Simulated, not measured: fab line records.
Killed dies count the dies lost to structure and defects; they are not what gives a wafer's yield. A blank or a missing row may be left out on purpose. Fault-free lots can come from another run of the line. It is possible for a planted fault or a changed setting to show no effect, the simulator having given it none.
Comparing a struck lot with a sound one :: flow sky130 :: 15 steps out of a route of 708
Sound: wafers L663.3, L663.4, L663.5. Struck: wafers L675.2, L675.4, L675.6. The cause is given at the end.
Each step with rows lists, per side, the tool, then ch with its chambers, then its first start. Under that, the readings that differ: sound wafers :: struck wafers :: difference of the means :: sigmas: that difference in standard deviations of wafers without a fault.
alike: same words and numbers on both sides, and readings whose means sit less than 2 such deviations apart. not compared: any withheld reading, any reading some wafer has no value for, any bound like >300 that may hide the same value, and any number with overlapping values for which the record gives no deviation.
The two part at a step that has a row with sigmas, a row that says differs or no value, or rows on one side only. Numbers that don't overlap but have no deviation are shown without sigmas and don't part them. Lack of a reading on every wafer of one side parts them only where that side has two or more wafers.

first, 7 steps without rows for these wafers: SKY_LDD_LDN_DEHYDRATE_00 (time 60 s); SKY_LDD_LDN_HMDS_01 (prime time 60 s); SKY_LDD_LDN_COAT_02 (resist thk 1140 nm); SKY_LDD_LDN_SOFTBAKE_03 (time 60 s); SKY_LDD_LDN_EXPOSE_04 (exposes mask LDNTM, target cd 700 nm); SKY_LDD_LDN_PEB_05; SKY_LDD_LDN_DEVELOP_06 (develop time 60 s).
SKY_LDD_LDN_OVL_MEAS_07:
  struck on overlay-01, day 28 06:37; sound on overlay-02, day 24 03:38
  alike: LDD_LDN_OVL
then, 4 steps without rows for these wafers: SKY_LDD_LDN_IMPLANT_08; SKY_LDD_LDN_IMPLANT_09; SKY_LDD_LDN_IMPLANT_10; SKY_LDD_LDN_IMPLANT_11.
SKY_LDD_LDN_STRIP_12: strips in O2/N2.
  sound on plasmaAsher-04 ch 0,1, day 24 04:17; struck on plasmaAsher-02 ch 0,1, day 28 07:15
  no value came back on the struck wafers for any of 5 readings (chamberPressureMTorr (mTorr), drypumpMotorCurrentA (A) and others); on the sound wafers chamberPressureMTorr (mTorr) reads 1498.0 1500.4 1501.7
reading: model.NOVOLAK_of_LDD_LDN_COAT_02.thkNm (nm)
sound: 0 0 0
struck: 1138 1137 1136
difference: +1137
sigmas: 
  not compared: rfHoursCounterH
SKY_LDD_LDN_TW_MEAS_13:
  struck on filmMetro-03, day 28 07:22; sound on filmMetro-02, day 24 04:22
reading: LDD_LDN_TW
sound: 1489 1480 1488
struck: 1459 1469 1464
difference: -22
sigmas: -2
-- record jumps: 21 days separate the struck wafers' starts on either side; left off in module LDD_LDN, taken up again in module PAD_OPEN, whose first shown step is the route's number 708 --
SKY_PAD_OPEN_PROBE_99:
  struck on prober-01, day 49 10:56; sound on prober-02, day 46 16:44
reading: killedAtFrontEnd
sound: 17 22 13
struck: 412 423 429
difference: +404
sigmas: +92

reading: killedDies
sound: 89 101 77
struck: 492 492 492
difference: +403
sigmas: +41

reading: killedOnRim
sound: 25 18 16
struck: 96 96 96
difference: +76
sigmas: +20
  alike: killed_at_M0_to_M3, killed_at_M4_up, killedAtContacts, killedAtOther, killedOpen, killedShort

WHERE THEY PART
First at SKY_LDD_LDN_STRIP_12; last, within this record, at SKY_PAD_OPEN_PROBE_99.

WHY: what had been put in by the simulator
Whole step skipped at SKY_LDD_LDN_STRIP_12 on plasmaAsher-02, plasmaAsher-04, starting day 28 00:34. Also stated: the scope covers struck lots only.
